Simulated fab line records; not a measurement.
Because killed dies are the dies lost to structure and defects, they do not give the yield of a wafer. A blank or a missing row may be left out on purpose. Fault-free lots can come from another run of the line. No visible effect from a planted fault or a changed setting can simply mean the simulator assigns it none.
The tool behind it: which one? | flow sky130 | 15 lots with 45 wafers sampled at 3 steps, on a route of 708 steps

## WHAT EACH GAUGE READ, for each wafer
SKY_SD_N_CD_MEAS_07: the cd target is 380 nm.
lot  | measured     | on        | cd nm (nm)
L151 | day 28 08:28 | cd sem-02 | 378.2 377.3 378.7
L153 | day 28 20:19 | cd sem-01 | 380.2 382.9 380.3
L154 | day 29 16:16 | cd sem-01 | 380.8 378.1 376.5
L158 | day 31 07:47 | cd sem-01 | 380.2 382.3 379.4
L160 | day 31 14:50 | cd sem-02 | 381.1 380.6 382.5
L161 | day 31 23:50 | cd sem-02 | 381.4 381.3 382.8
L162 | day 32 08:13 | cd sem-02 | 382.8 382.0 384.9
L163 | day 32 16:50 | cd sem-01 | 382.7 382.5 382.1
L164 | day 33 13:25 | cd sem-02 | 382.3 380.8 378.1
L165 | day 33 12:29 | cd sem-01 | 380.4 381.5 381.5
L166 | day 33 14:04 | cd sem-02 | 379.7 381.4 380.9
L167 | day 33 15:02 | cd sem-02 | 380.1 380.4 381.9
L172 | day 34 23:04 | cd sem-02 | 381.8 380.9 381.1
L173 | day 35 08:35 | cd sem-02 | 379.6 378.9 381.2
L174 | day 35 12:53 | cd sem-02 | 379.6 380.7 378.5

SKY_LOCAL_INTERCONNECT_RS_MEAS_01: uses a four-point probe to measure.
lot  | measured     | on            | LOCAL_INTERCONNECT_TIN_RS (ohm/sq)
L151 | day 29 16:02 | film metro-03 | 14.28 14.30 14.35
L153 | day 30 04:32 | film metro-03 | 13.92 13.88 13.89
L154 | day 30 23:13 | film metro-02 | 14.18 14.18 14.19
L158 | day 32 14:38 | film metro-03 | 13.89 13.91 13.86
L160 | day 32 20:56 | film metro-03 | 14.15 14.39 14.04
L161 | day 33 05:55 | film metro-01 | 13.98 14.11 14.02
L162 | day 33 15:28 | film metro-01 | 14.00 14.04 13.93
L163 | day 33 22:15 | film metro-03 | 14.24 14.15 14.11
L164 | day 34 19:32 | film metro-02 | 14.27 14.26 14.11
L165 | day 34 18:03 | film metro-01 | 14.16 14.05 14.03
L166 | day 34 20:39 | film metro-02 | 14.22 14.24 14.19
L167 | day 34 20:49 | film metro-01 | 14.10 14.01 14.02
L172 | day 36 04:13 | film metro-02 | 14.30 14.44 14.38
L173 | day 36 14:04 | film metro-03 | 14.20 14.21 14.23
L174 | day 36 17:55 | film metro-01 | 14.16 14.06 14.17

## TOOL THAT RAN EACH LOT (tool first, then ch and the chambers of the sampled wafers, then the start)
lot  | SKY_VT_ADJUST_PCH_EXPOSE_04
L151 | iline stepper-01 ch 0, day 10 02:22
L153 | iline stepper-01 ch 0, day 10 13:14
L154 | iline stepper-01 ch 0, day 11 03:44
L158 | iline stepper-01 ch 0, day 12 10:08
L160 | iline stepper-01 ch 0, day 12 17:32
L161 | iline stepper-02 ch 0, day 13 04:37
L162 | iline stepper-01 ch 0, day 13 13:38
L163 | iline stepper-01 ch 0, day 13 20:31
L164 | iline stepper-01, day 14 05:26
L165 | iline stepper-01, day 14 09:38
L166 | iline stepper-02, day 14 19:10
L167 | iline stepper-02 ch 0, day 15 01:50
L172 | iline stepper-01 ch 0, day 16 13:50
L173 | iline stepper-02 ch 0, day 16 23:40
L174 | iline stepper-01 ch 0, day 17 08:37
- SKY_VT_ADJUST_PCH_EXPOSE_04: exposes mask NWM, target cd 840 nm.

## AS READ BY THE TOOLS THEMSELVES (means over the sampled wafers that have a number; for cases with no such wafer, the mark the record gives instead)
SKY_VT_ADJUST_PCH_EXPOSE_04.
lot  | tool             | exposure dose mJ cm2 | focus offset nm (nm)
L151 | iline stepper-01 | 254.79               | -0.4
L153 | iline stepper-01 | 254.88               | 0.2
L154 | iline stepper-01 | 254.75               | -0.2
L158 | iline stepper-01 | 255.09               | -0.1
L160 | iline stepper-01 | 255.02               | 0.3
L161 | iline stepper-02 | 254.92               | 0.3
L162 | iline stepper-01 | 255.26               | -0.2
L163 | iline stepper-01 | 254.95               | -0.0
L164 | iline stepper-01 | -                    | -
L165 | iline stepper-01 | -                    | -
L166 | iline stepper-02 | -                    | -
L167 | iline stepper-02 | 255.34               | -0.6
L172 | iline stepper-01 | 255.27               | 0.0
L173 | iline stepper-02 | 255.05               | 0.2
L174 | iline stepper-01 | 255.19               | 0.4

## THE ANSWER, worked out from the rows above alone
Rule: the usual values come from the lots themselves. The widest of any qualifying gaps counts: lots, ordered by their means at a reading, are off when they make up no more than a third of the lots, leave a main group of 4 or more, and stand apart from it by 3 or more times the standard deviation of that group's means. A main group whose means are all the same, to the digits that the tables above print for the reading, isn't used. A lot without any number at a reading at which 4 lots or more have one is off too. All remaining lots with rows at the step are treated as sound. Order of review: gauges by route order, followed by the tools' own readings, for which a lot's mean as printed above is used. The first step at which some lot is off is used, and at that step the reading that is off furthest; a lot without a number counts as furthest.
Off, at SKY_VT_ADJUST_PCH_EXPOSE_04 on exposure dose mJ cm2: L164, L165, L166. Without a number there: L164, L165, L166. The main group has a mean of 255.04 with a standard deviation of 0.19.
If a tool, at that step or one of the process steps before it, ran each lot that is off and ran no sound lot following the first of them, it fits. No candidate that was tried fits.

## WHAT THE SIMULATOR PUT IN
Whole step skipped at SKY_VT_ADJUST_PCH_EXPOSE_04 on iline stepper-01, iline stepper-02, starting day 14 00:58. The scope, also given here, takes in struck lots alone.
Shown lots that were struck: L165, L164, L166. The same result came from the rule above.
